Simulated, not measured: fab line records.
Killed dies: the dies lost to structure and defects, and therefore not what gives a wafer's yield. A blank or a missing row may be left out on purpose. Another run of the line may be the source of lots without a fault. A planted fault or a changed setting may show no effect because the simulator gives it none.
Which of the tools did it? -- flow gf180mcu -- 13 lots, 39 wafers sampled, at 5 steps of a route of 602

WHAT EACH GAUGE READ, for each wafer
GF_PSD_RS_MEAS_15: measures by four-point-probe. Usual: PSD_RS typically reads 108.4 ohm/sq, with standard deviation 0.34.
lot,measured,on,PSD_RS (ohm/sq),flag
L977,day 14 15:54,filmMetro-02,107.9 108.2 108.3,
L978,day 14 17:52,filmMetro-03,108.6 108.6 108.4,
L979,day 15 09:50,filmMetro-01,108.3 108.1 108.4,
L983,day 16 15:23,filmMetro-02,108.9 108.6 108.8,
L989,day 18 17:43,filmMetro-02,108.4 108.7 108.8,
L990,day 19 13:49,filmMetro-01,108.0 107.8 107.9,
L992,day 19 19:16,filmMetro-02,109.1 108.7 108.5,
L993,day 19 19:34,filmMetro-01,108.9 108.7 108.8,
L994,day 20 12:04,filmMetro-02,108.6 108.6 108.6,
L995,day 20 18:13,filmMetro-01,108.4 108.5 108.6,
L997,day 21 14:47,filmMetro-01,108.4 107.9 108.0,
L998,day 21 18:07,filmMetro-02,108.5 108.6 108.9,
L100,day 22 14:59,filmMetro-03,108.8 108.9 109.1,

GF_SAB_CD_MEAS_09: the cd target is 420 nm. Usual: cdNm at 420.7 nm, with a standard deviation of 2.3.
lot,measured,on,cdNm (nm),flag
L977,day 15 13:04,cdSem-02,420.8 421.8 423.1,
L978,day 15 15:36,cdSem-01,418.7 419.1 419.6,
L979,day 16 07:57,cdSem-01,422.2 420.1 420.8,
L983,day 17 14:39,cdSem-01,420.3 421.1 421.5,
L989,day 19 18:16,cdSem-01,420.5 417.7 419.7,
L990,day 20 13:48,cdSem-02,421.0 419.0 419.6,
L992,day 20 19:30,cdSem-01,421.8 420.6 422.7,
L993,day 20 19:30,cdSem-02,425.1 422.6 423.5,
L994,day 21 12:27,cdSem-01,421.0 419.7 420.1,
L995,day 21 17:57,cdSem-01,424.4 422.9 423.4,
L997,day 22 14:03,cdSem-01,416.3 417.7 418.4,
L998,day 22 17:11,cdSem-01,424.1 424.0 425.2,
L100,day 23 13:33,cdSem-01,420.2 416.9 420.4,

GF_SALICIDE_RS_MEAS_04: measures by four-point-probe. Usual: SALICIDE_TIN_RS typically reads 16.6 ohm/sq, with standard deviation 0.4.
lot,measured,on,SALICIDE_TIN_RS (ohm/sq),flag
L977,day 15 13:37,filmMetro-04,16.7 16.1 16.4,
L978,day 15 16:21,filmMetro-03,8.3 8.5 8.4,OFF
L979,day 16 08:30,filmMetro-02,16.5 16.0 16.1,
L983,day 17 15:23,filmMetro-03,8.4 8.3 8.3,OFF
L989,day 19 18:56,filmMetro-02,16.2 16.1 16.2,
L990,day 20 14:22,filmMetro-02,16.5 16.7 16.8,
L992,day 20 20:11,filmMetro-04,16.9 17.0 17.0,
L993,day 20 20:04,filmMetro-03,16.6 16.5 16.6,
L994,day 21 13:00,filmMetro-04,16.0 16.5 16.7,
L995,day 21 18:30,filmMetro-03,15.7 16.0 15.8,
L997,day 22 14:37,filmMetro-02,16.9 16.9 16.7,
L998,day 22 17:46,filmMetro-03,16.3 16.8 17.1,
L100,day 23 14:07,filmMetro-02,16.6 15.9 16.5,

EACH LOT AND THE TOOL THAT RAN IT (in order: tool; ch and the chambers of the sampled wafers; start)
lot,GF_SAB_STRIP_13,GF_SALICIDE_SPUTTER_02
L977,"plasmaAsher-01 ch 0,1, day 15 13:22","pvdSputter-04, day 15 13:32"
L978,"plasmaAsher-02 ch 0,1, day 15 15:55","pvdSputter-02, day 15 16:06"
L979,"plasmaAsher-01 ch 0,1, day 16 08:16","pvdSputter-01, day 16 08:27"
L983,"plasmaAsher-02 ch 0,1, day 17 14:58","pvdSputter-01, day 17 15:09"
L989,"plasmaAsher-02 ch 0,1, day 19 18:38","pvdSputter-01, day 19 18:52"
L990,"plasmaAsher-01 ch 0, day 20 14:07","pvdSputter-04, day 20 14:19"
L992,"plasmaAsher-02 ch 0,1, day 20 19:56","pvdSputter-01, day 20 20:08"
L993,"plasmaAsher-01 ch 1, day 20 19:49","pvdSputter-04, day 20 20:01"
L994,"plasmaAsher-03 ch 0, day 21 12:46","pvdSputter-02, day 21 12:57"
L995,"plasmaAsher-03 ch 0,1, day 21 18:16","pvdSputter-01, day 21 18:27"
L997,"plasmaAsher-01 ch 0,1, day 22 14:22","pvdSputter-01, day 22 14:34"
L998,"plasmaAsher-01 ch 0,1, day 22 17:30","pvdSputter-01, day 22 17:40"
L100,"plasmaAsher-03 ch 0,1, day 23 13:52","pvdSputter-01, day 23 14:03"
- GF_SAB_STRIP_13: strips in O2/N2.
- GF_SALICIDE_SPUTTER_02: material Co, target thk 10 nm, time 20 s.

WHAT THE TOOLS THEMSELVES READ (means of the sampled wafers that have a number; where no wafer has one, the mark that the record gives instead)
GF_SAB_STRIP_13. Usual: drypumpMotorCurrentA 5.7 A, standard deviation 0.45; heaterPowerW 328 W, standard deviation 41; oesProductAu 0.710 a.u., standard deviation 0.0047; stripTimeToEndpointS 12.58 s, standard deviation 0.03.
lot,tool,drypumpMotorCurrentA (A),heaterPowerW (W),oesProductAu (a.u.),stripTimeToEndpointS (s),flag
L977,plasmaAsher-01,6.0,310,0.717,12.57,
L978,plasmaAsher-02,5.5,322,0.710,12.57,
L979,plasmaAsher-01,6.1,353,0.708,12.59,
L983,plasmaAsher-02,5.3,317,0.707,12.58,
L989,plasmaAsher-02,5.5,319,0.713,12.54,
L990,plasmaAsher-01,6.2,383,0.710,12.57,
L992,plasmaAsher-02,5.3,307,0.709,12.53,
L993,plasmaAsher-01,5.8,289,0.715,12.57,
L994,plasmaAsher-03,6.1,289,0.708,12.60,
L995,plasmaAsher-03,5.7,310,0.708,12.61,
L997,plasmaAsher-01,6.1,353,0.710,12.53,
L998,plasmaAsher-01,6.0,321,0.711,12.54,
L100,plasmaAsher-03,5.4,344,0.708,12.57,

GF_SALICIDE_SPUTTER_02. Usual: throttleValvePct at 30.0 %, with a standard deviation of 1.6.
lot,tool,throttleValvePct (%),flag
L977,pvdSputter-04,30.5,
L978,pvdSputter-02,29.8,
L979,pvdSputter-01,28.5,
L983,pvdSputter-01,30.2,
L989,pvdSputter-01,28.8,
L990,pvdSputter-04,31.3,
L992,pvdSputter-01,30.7,
L993,pvdSputter-04,29.5,
L994,pvdSputter-02,29.6,
L995,pvdSputter-01,29.6,
L997,pvdSputter-01,29.3,
L998,pvdSputter-01,30.1,
L100,pvdSputter-01,31.6,

THE ANSWER, worked out from the rows above alone
Rule: take the mean of a lot's wafers that have a number; if it is more than 3 standard deviations from the usual mean, the lot is off. Also off: a lot with no number at a reading for which 4 or more lots have one. All remaining lots with rows at the step are treated as sound. Order of review: gauges by route order, followed by the tools' own readings, for which a lot's mean as printed above is used. The first step at which some lot is off is used, and at that step the reading that is off furthest; a lot without a number counts as furthest.
Off: L978, L983, at GF_SALICIDE_RS_MEAS_04 (SALICIDE_TIN_RS).
If a tool, at a process step before that reading, ran all the lots that are off and no sound lot after the first of them, it fits. The gauges at GF_SALICIDE_RS_MEAS_04 are tried like those tools. Not one of the candidates tried fits.

WHAT WAS PUT IN BY THE SIMULATOR
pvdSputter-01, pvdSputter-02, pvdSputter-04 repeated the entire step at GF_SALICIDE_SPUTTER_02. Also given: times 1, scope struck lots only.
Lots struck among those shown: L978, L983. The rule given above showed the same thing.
